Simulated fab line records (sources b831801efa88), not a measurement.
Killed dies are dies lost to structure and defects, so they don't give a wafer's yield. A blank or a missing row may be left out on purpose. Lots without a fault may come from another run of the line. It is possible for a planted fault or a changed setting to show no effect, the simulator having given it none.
Struck lot and sound lot, side by side	flow sky130	15 out of 708 route steps
Sound: these wafers, L127.4, L127.5, L127.6. Wafers L138.2, L138.3, L138.6 were the ones struck. At the end, the cause is stated.
Per side, at each step with rows, come the tool, then ch with its chambers, and then its first start. Under that, the readings that differ: sound wafers	struck wafers	difference of the means	sigmas: that difference in standard deviations of wafers without a fault.
alike: readings whose means differ by less than 2 such deviations, and words and numbers that are the same on both sides. not compared: withheld readings, readings that some wafer has no value for, bounds like >300 that may hide the same value, and numbers for which the record gives no deviation and whose values overlap.
A row with sigmas, a row that says differs or no value, or rows on one side alone: a step with any of these is where the two part. Non-overlapping numbers with no deviation appear without sigmas and do not part them. A reading missing from all wafers of one side parts the sides only when that side holds two or more wafers.

first, 8 steps without rows for these wafers: SKY_METAL2_DEHYDRATE_07 (time 60 s); SKY_METAL2_HMDS_08 (prime time 60 s); SKY_METAL2_COAT_09 (resist thk 60 nm); SKY_METAL2_COAT_10 (resist thk 450 nm); SKY_METAL2_SOFTBAKE_11 (time 90 s); SKY_METAL2_EXPOSE_12 (exposes mask MM2, target cd 140 nm); SKY_METAL2_PEB_13; SKY_METAL2_DEVELOP_14 (develop time 60 s).
SKY_METAL2_CD_MEAS_15 targets a cd of 140 nm.
  sound on cd_sem-02 at day 35 01:07; struck on cd_sem-02 at day 38 21:14
  alike: cd_nm
SKY_METAL2_OVL_MEAS_16:
  sound on overlay-02 at day 35 01:12; struck on overlay-01 at day 38 21:20
  alike: METAL2_OVL
SKY_METAL2_DESCUM_17: chemistry O2, time 8 s.
  sound on rie_metal-03 ch 0,1, day 35 01:14; struck on rie_metal-04 ch 1, day 38 21:23
  alike: drypump_motor_current_A, oes_product_au
  not compared: rf_hours_counter_h
SKY_METAL2_ETCH_18: etches BARC in N2/H2, stops on SiO2, time 45.9 s, target depth 60 nm.
  sound on rie_metal-03 ch 0,1, day 35 01:16; struck on rie_metal-04 ch 1, day 38 21:27
  alike: bias_w, chamber_pressure_mTorr, drypump_motor_current_A, oes_product_au, throttle_valve_pct
  not compared: rf_hours_counter_h
SKY_METAL2_METAL_ETCH_19: etches the open film in Cl2/BCl3, stops on SiO2, target depth 360 nm, time 78 s.
  sound on rie_metal-03 ch 0,1, day 35 01:20; struck on rie_metal-04 ch 1, day 38 21:35
  no value came back on the struck wafers for any of 5 readings (bcl3_flow_sccm (sccm), bias_w (W) and others); on the sound wafers bcl3_flow_sccm (sccm) reads 30.11 29.99 30.04
reading	sound	struck	difference	sigmas
model.KrF-thick_of_METAL2_COAT_10.thk_nm (nm)	162.8 164.6 162	391.7 391.9 392.1	+228.8	
model.SiO2_of_VIA1_HDPCVD_00.thk_nm (nm)	332.1 332.7 330.6	341.5 344.2 343.7	+11.3	
  not compared: rf_hours_counter_h
SKY_METAL2_STRIP_20: strips in O2/N2.
  sound on plasma_asher-04 ch 0,1, day 35 01:26; struck on plasma_asher-01 ch 0,1, day 38 21:44
reading	sound	struck	difference	sigmas
oes_product_au (a.u.)	0.347 0.339 0.347	0.439 0.448 0.445	+0.100	+20
strip_time_to_endpoint_s (s)	2.71 2.75 2.73	5.18 5.19 5.18	+2.45	+70
  alike: drypump_motor_current_A
  not compared: rf_hours_counter_h
then, 1 step without rows for these wafers: SKY_METAL2_STRIP_21 (strips in post etch residue remover, time 1200 s).

WHERE THEY PART
Earliest at SKY_METAL2_METAL_ETCH_19; latest, in this record, at SKY_METAL2_STRIP_20.

WHY: what the simulator had put in
Step skipped in full: rie_metal-04, at SKY_METAL2_METAL_ETCH_19, from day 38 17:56 onward. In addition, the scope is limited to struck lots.
